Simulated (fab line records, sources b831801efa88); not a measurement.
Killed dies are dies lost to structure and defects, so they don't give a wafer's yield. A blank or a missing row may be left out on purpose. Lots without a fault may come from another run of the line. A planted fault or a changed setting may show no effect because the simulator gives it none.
fab line records | flow sky130
record lots=5 wafers=15 last_day=49
route steps=708 shown VIA3@589 METAL4@598 PAD_OPEN@708
lots that met no fault: from a run of the same line without faults
start_h: hours from the record's first day to the start of the lot's first wafer shown | wait_h: hours since the lot's step before | " the same as in the row above | L1.1+2: a row that stands for several wafers | - no value, or no start given | * or withheld: withheld | < > ~ a bound
route shown NAME@n: a module of which the file shows steps, and the number in the route of the first | usual: mean/standard deviation of fault-free wafers | same: alike in all rows | chamber/n: place in a boat | sites: the reading at each site | _std_site: their standard deviation | _edge_site: outer sites' mean less inner sites' | radius_mm: how far each site lies from the wafer's centre | mask NAME#n: copy n | behind: the tool/chamber that last shaped the wafer | hold: why the lot was held/for how many hours/how that ended | device: the transistor (n, p or np) that didn't switch | end of line: the same wafers' tests at the end of the route | a step without rows: its recipe alone | killed: dies lost to structure and defects at the first sort, not the wafer's yield | map: a wafer's dies, x killed, . not, _ none there
set.NAME: the setting as run; set.NAME@STEP: as run at that earlier step | model.NAME: the simulator's own value behind a step, which no gauge read
lots at some steps of the route; a table a step, a row a wafer
services: from which hour (start_h, from the record's first day; less than 0 if before it) a tool's chamber was out of use, for how many hours, and why
## steps
# step SKY_VIA3_STRIP_16
# recipe chemistry=O2/N2 power_w=1400 pressure_mtorr=1500 platen_temp_c=withheld o2_flow_sccm=3000 n2_flow_sccm=300 overash_fraction=0.5
# usual drypump_motor_current_A=5.9/0.39 oes_product_au=0.402/0.0049 strip_time_to_endpoint_s=4.13/0.046
# columns lot.wafer tool chamber start_h wait_h drypump_motor_current_A oes_product_au rf_hours_counter_h strip_time_to_endpoint_s
L756.1 plasma_asher-01 1 931.62 0.0 5.5 0.395 107 4.07
L756.2 " 0 " " 5.9 0.402 107 4.15
L756.4 " 0 " " 5.9 0.394 - 4.05
L767.1 plasma_asher-04 1 1018.52 0.0 5.2 0.398 58 4.11
L767.2 " 0 " " 6.2 0.409 58 4.19
L767.6 " 1 " " 5.2 0.402 - 4.08
L772.1 plasma_asher-03 0 1040.54 0.0 5.8 0.409 28 4.13
L772.3 " 0 " " 5.8 0.404 - 4.20
L772.4 " 1 " " 6.5 0.405 - 4.18
L775.1 plasma_asher-03 1 1057.04 0.0 6.4 0.402 30 4.09
L775.2 " 0 " " 5.8 0.401 30 4.15
L775.6 " 0 " " 5.8 0.407 - 4.14
L774.1 plasma_asher-04 1 1061.82 0.0 5.2 0.398 61 4.19
L774.3 " 1 " " 5.2 0.410 - 4.19
L774.5 " 0 " " 6.1 0.408 - 4.17
# step SKY_VIA3_STRIP_17
# recipe chemistry=post_etch_residue_remover time_s=1200 temp_c=72.5
# step SKY_VIA3_CLEAN_18
# recipe chemistry=IPA time_s=180 temp_c=25
# step SKY_VIA3_CLEAN_19
# recipe chemistry=O3/DIW dry=n2_spin
# step SKY_VIA3_SPUTTER_20
# recipe material=TiN target_thk_nm=20 chamber_pressure_pa=5 power_w=4000 time_s=80
# usual throttle_valve_pct=30.0/1.1
# columns lot.wafer tool chamber start_h wait_h throttle_valve_pct
L756.1 pvd_sputter-04 - 932.33 0.0 29.4
L756.2 " - " " 29.9
L756.4 " - " " 29.6
L767.1 pvd_sputter-04 - 1019.11 0.0 29.3
L767.2 " - " " 31.5
L767.6 " - " " 29.4
L772.1 pvd_sputter-03 - 1041.14 0.0 29.3
L772.3 " - " " 30.8
L772.4 " - " " 28.3
L775.1 pvd_sputter-04 - 1057.67 0.0 29.4
L775.2 " - " " 31.9
L775.6 " - " " 29.4
L774.1 pvd_sputter-03 - 1062.47 0.0 28.8
L774.3 " - " " 31.1
L774.5 " - " " 28.4
# step SKY_VIA3_CVD_21
# recipe material=W target_thk_nm=390 time_s=117.31 temp_c=400 pressure_torr=40
# usual heater_power_w=840/65
# columns lot.wafer tool chamber start_h wait_h heater_power_w
L756.1 cvd_w-02 0 932.39 0.0 809
L756.2 " 1 " " 787
L756.4 " 0 " " 818
L767.1 cvd_w-02 0 1019.17 0.0 816
L767.2 " 1 " " 797
L767.6 " 0 " " 807
L772.1 cvd_w-02 0 1041.20 0.0 831
L772.3 " 1 " " 807
L772.4 " 0 " " 802
L775.1 cvd_w-01 0 1057.74 0.0 786
L775.2 " 1 " " 940
L775.6 " 0 " " 810
L774.1 cvd_w-02 0 1062.53 0.0 805
L774.3 " 1 " " 824
L774.5 " 0 " " 790
# step SKY_VIA3_RS_MEAS_22
# recipe thk_meas_gauge=four-point-probe reads=W_of_VIA3_CVD_21+TiN_of_VIA3_SPUTTER_20
# usual VIA3_W_RS=0.293/0.0062
# columns lot.wafer tool chamber start_h wait_h VIA3_W_RS[ohm/sq]
L756.1 film_metro-01 - 932.51 0.1 0.288
L756.2 " - " " 0.279
L756.4 " - " " 0.290
L767.1 film_metro-04 - 1019.29 0.1 0.296
L767.2 " - " " 0.286
L767.6 " - " " 0.299
L772.1 film_metro-01 - 1041.32 0.1 0.298
L772.3 " - " " 0.287
L772.4 " - " " 0.300
L775.1 film_metro-03 - 1057.86 0.1 0.301
L775.2 " - " " 0.297
L775.6 " - " " 0.297
L774.1 film_metro-01 - 1062.66 0.1 0.292
L774.3 " - " " 0.288
L774.5 " - " " 0.296
# step SKY_VIA3_THK_MEAS_23
# recipe thk_meas_gauge=xrf reads=W_of_VIA3_CVD_21
# usual VIA3_W_THK=385/8.5
# columns lot.wafer tool chamber start_h wait_h VIA3_W_THK[nm]
L756.1 film_metro-01 - 932.63 0.1 389
L756.2 " - " " 403
L756.4 " - " " 387
L767.1 film_metro-04 - 1019.41 0.1 379
L767.2 " - " " 392
L767.6 " - " " 374
L772.1 film_metro-01 - 1041.44 0.1 375
L772.3 " - " " 389
L772.4 " - " " 372
L775.1 film_metro-03 - 1057.98 0.1 375
L775.2 " - " " 379
L775.6 " - " " 380
L774.1 film_metro-01 - 1062.78 0.1 383
L774.3 " - " " 389
L774.5 " - " " 379
# step SKY_VIA3_CMP_24
# recipe stop_on=SiO2 t_overpolish_s=20 down_force_psi=3.5 platen_rpm=60 target_thk_nm=0 pad_velocity_m_s=0.94248
# step SKY_METAL4_SPUTTER_00
# recipe material=Ti target_thk_nm=15 power_w=3000 time_s=10 chamber_pressure_pa=0.4
# usual throttle_valve_pct=29.8/0.89
# columns lot.wafer tool chamber start_h wait_h throttle_valve_pct
L756.1 pvd_sputter-01 - 932.99 0.1 29.3
L756.2 " - " " 29.7
L756.4 " - " " 30.8
L767.1 pvd_sputter-03 - 1019.77 0.1 30.6
L767.2 " - " " 28.9
L767.6 " - " " 29.1
L772.1 pvd_sputter-03 - 1041.81 0.2 29.5
L772.3 " - " " 31.1
L772.4 " - " " 28.6
L775.1 pvd_sputter-01 - 1058.34 0.2 29.0
L775.2 " - " " 29.0
L775.6 " - " " 30.8
L774.1 pvd_sputter-01 - 1063.19 0.1 30.9
L774.3 " - " " 29.7
L774.5 " - " " 29.2
# step SKY_METAL4_SPUTTER_01
# recipe material=TiN target_thk_nm=20 power_w=6500 time_s=16.32 chamber_pressure_pa=0.4
# step SKY_METAL4_SPUTTER_02
# recipe material=AlCu target_thk_nm=735 power_w=10600 time_s=39.1 chamber_pressure_pa=0.4
# usual throttle_valve_pct=29.7/0.87
# columns lot.wafer tool chamber start_h wait_h throttle_valve_pct
L756.1 pvd_sputter-01 - 933.04 0.0 29.2
L756.2 " - " " 29.9
L756.4 " - " " 31.0
L767.1 pvd_sputter-03 - 1019.82 0.0 31.0
L767.2 " - " " 28.9
L767.6 " - " " 29.0
L772.1 pvd_sputter-03 - 1041.86 0.0 29.2
L772.3 " - " " 31.0
L772.4 " - " " 28.4
L775.1 pvd_sputter-01 - 1058.39 0.0 29.0
L775.2 " - " " 28.7
L775.6 " - " " 30.9
L774.1 pvd_sputter-01 - 1063.24 0.0 31.1
L774.3 " - " " 29.7
L774.5 " - " " 28.9
# step SKY_METAL4_SPUTTER_03
# recipe material=Ti target_thk_nm=5 power_w=3000 time_s=3.3 chamber_pressure_pa=0.4
# usual throttle_valve_pct=29.7/0.87
# columns lot.wafer tool chamber start_h wait_h throttle_valve_pct model.Ti_of_METAL4_SPUTTER_03.thk_nm
L756.1 pvd_sputter-01 - 933.08 0.0 29.0 4.977
L756.2 " - " " 29.7 5.136
L756.4 " - " " 30.8 5.26
L767.1 pvd_sputter-03 - 1019.86 0.0 30.9 4.906
L767.2 " - " " 28.8 4.768
L767.6 " - " " 29.0 4.73
L772.1 pvd_sputter-03 - 1041.90 0.0 29.5 6.816
L772.3 " - " " 31.2 6.566
L772.4 " - " " 28.6 6.626
L775.1 pvd_sputter-01 - 1058.42 0.0 28.8 5.106
L775.2 " - " " 29.1 4.691
L775.6 " - " " 31.0 5.07
L774.1 pvd_sputter-01 - 1063.27 0.0 30.9 5.212
L774.3 " - " " 29.7 4.938
L774.5 " - " " 29.2 4.692
# step SKY_METAL4_SPUTTER_04
# recipe material=TiN target_thk_nm=70 power_w=6500 time_s=58.3 chamber_pressure_pa=0.4
# step SKY_PAD_OPEN_PROBE_99
# usual defect_limited_yield=82.8/1.9 killed_at_M0_to_M3=43/7.5 killed_at_M4_up=2.8/1.8 killed_at_contacts=24/5.3 killed_at_front_end=14/4.2 killed_at_other=0.3/0.54 killed_dies=84/9.4 killed_open=46/7.1 killed_short=38/6.6 sort_bin_3_pad_short=0.8/0.42 sort_bin_5_function=10.1/1.4 sort_bin_6_memory=6.2/1.1 sort_n_pass=408/9.4 sort_yield_pct=82.8/1.9
# same gross_dies=492 killed_at_back_side=0 sort_bin_4_leakage[%]=0 sort_bin_8_speed[%]=0
# columns lot.wafer tool chamber start_h wait_h defect_limited_yield[%] killed_at_M0_to_M3 killed_at_M4_up killed_at_contacts killed_at_front_end killed_at_other killed_dies killed_open killed_short sort_bin_3_pad_short[%] sort_bin_5_function[%] sort_bin_6_memory[%] sort_n_pass sort_yield_pct[%]
L767.1 prober-02 - 1153.83 0.1 81.3 44 7 24 17 0 92 53 39 0.8 10.8 7.1 400 81.3
L767.2 prober-02 - 1153.88 0.1 80.5 52 3 35 6 0 96 58 38 1.2 11.4 6.9 396 80.5
L767.6 prober-02 - 1154.08 0.2 81.5 42 2 34 12 1 91 54 37 0.4 12.6 5.5 401 81.5
L775.1 prober-02 - 1180.93 0.1 84.3 40 3 18 15 1 77 44 33 0.6 7.7 7.3 415 84.3
L775.2 prober-02 - 1180.98 0.1 84.1 32 2 26 18 0 78 40 38 0.6 9.8 5.5 414 84.1
L775.6 prober-02 - 1181.18 0.2 82.1 52 5 24 7 0 88 51 37 1.2 11.8 4.9 404 82.1
# killed by level:class
L767.1 VIA1:geometric_particle:open=12 CONTACT:geometric_particle:open=11 VIA2:geometric_particle:open=8 CONTACT:geometric_particle:short=6 POLY_GATE:geometric_particle:short=5 LI_CONTACT:geometric_particle:open=5 METAL1:geometric_particle:short=5 METAL4:geometric_particle:short=5
L767.2 CONTACT:geometric_particle:open=22 VIA1:geometric_particle:open=9 METAL1:geometric_particle:short=8 VIA2:geometric_particle:open=8 VIA3:geometric_particle:open=8 CONTACT:geometric_particle:short=5 VIA2:geometric_particle:short=5 LI_CONTACT:geometric_particle:open=4
L767.6 CONTACT:geometric_particle:open=11 VIA1:geometric_particle:open=11 LI_CONTACT:geometric_particle:open=10 VIA2:geometric_particle:open=8 LOCAL_INTERCONNECT:geometric_particle:short=7 VIA3:geometric_particle:open=6 CONTACT:geometric_particle:short=5 FIELD_ISO:geometric_particle:short=4
L775.1 VIA1:geometric_particle:open=9 VIA2:geometric_particle:open=9 CONTACT:geometric_particle:open=7 VIA3:geometric_particle:open=6 FIELD_ISO:geometric_particle:open=4 FIELD_ISO:geometric_particle:short=4 POLY_GATE:geometric_particle:short=4 LI_CONTACT:geometric_particle:open=4
L775.2 LOCAL_INTERCONNECT:geometric_particle:short=7 CONTACT:geometric_particle:open=7 VIA2:geometric_particle:open=7 LI_CONTACT:geometric_particle:open=5 VIA1:geometric_particle:short=5 VIA1:geometric_particle:open=5 METAL2:geometric_particle:short=5 FIELD_ISO:geometric_particle:open=4
L775.6 VIA2:geometric_particle:open=9 CONTACT:geometric_particle:open=9 METAL1:geometric_particle:short=9 VIA1:geometric_particle:open=7 LI_CONTACT:geometric_particle:open=6 VIA3:geometric_particle:open=6 METAL2:geometric_particle:short=6 FIELD_ISO:geometric_particle:open=5
## services
# columns tool chamber start_h hours kind
pvd_sputter-03 - 912.29 8.0 repair
plasma_asher-04 - 913.18 3.6 repair
cvd_w-02 0 918.10 - clean
cvd_w-02 1 918.10 - clean
pvd_sputter-04 - 940.99 1.1 repair
cvd_w-02 - 951.20 0.5 repair
pvd_sputter-01 - 966.11 4.5 repair
pvd_sputter-04 - 972.43 3.3 repair
plasma_asher-01 - 974.02 2.8 pm
plasma_asher-04 - 989.81 3.2 repair
pvd_sputter-01 - 1003.80 1.2 repair
cvd_w-01 - 1015.60 1.3 repair
pvd_sputter-03 - 1031.46 3.3 repair
plasma_asher-04 - 1042.11 15.6 pm
cvd_w-02 - 1042.83 2.8 pm
cvd_w-01 - 1052.85 0.5 repair
plasma_asher-01 - 1055.25 9.0 pm
plasma_asher-01 0 1055.25 9.0 vent_cycle
plasma_asher-01 1 1055.25 9.0 vent_cycle
plasma_asher-01 - 1057.84 0.8 repair
## key
first_sign none at tools or gauges
model_effect step=SKY_METAL4_SPUTTER_03 value=Ti_of_METAL4_SPUTTER_03.thk_nm without=5.031 struck=6.669
met_at SKY_METAL4_SPUTTER_03
struck_wafers L772.1,L772.3,L772.4
onset_between 1019.86 1041.90
also_fits SKY_METAL4_SPUTTER_00:pvd_sputter-03,SKY_METAL4_SPUTTER_02:pvd_sputter-03
fault kind=process_parameter_drift tool=pvd_sputter-03 chamber=- onset_h=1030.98 steps=SKY_METAL4_SPUTTER_03 channel=target_thk_nm offset=1.6382 shape=step acts_in=these_recipes_only stated=5
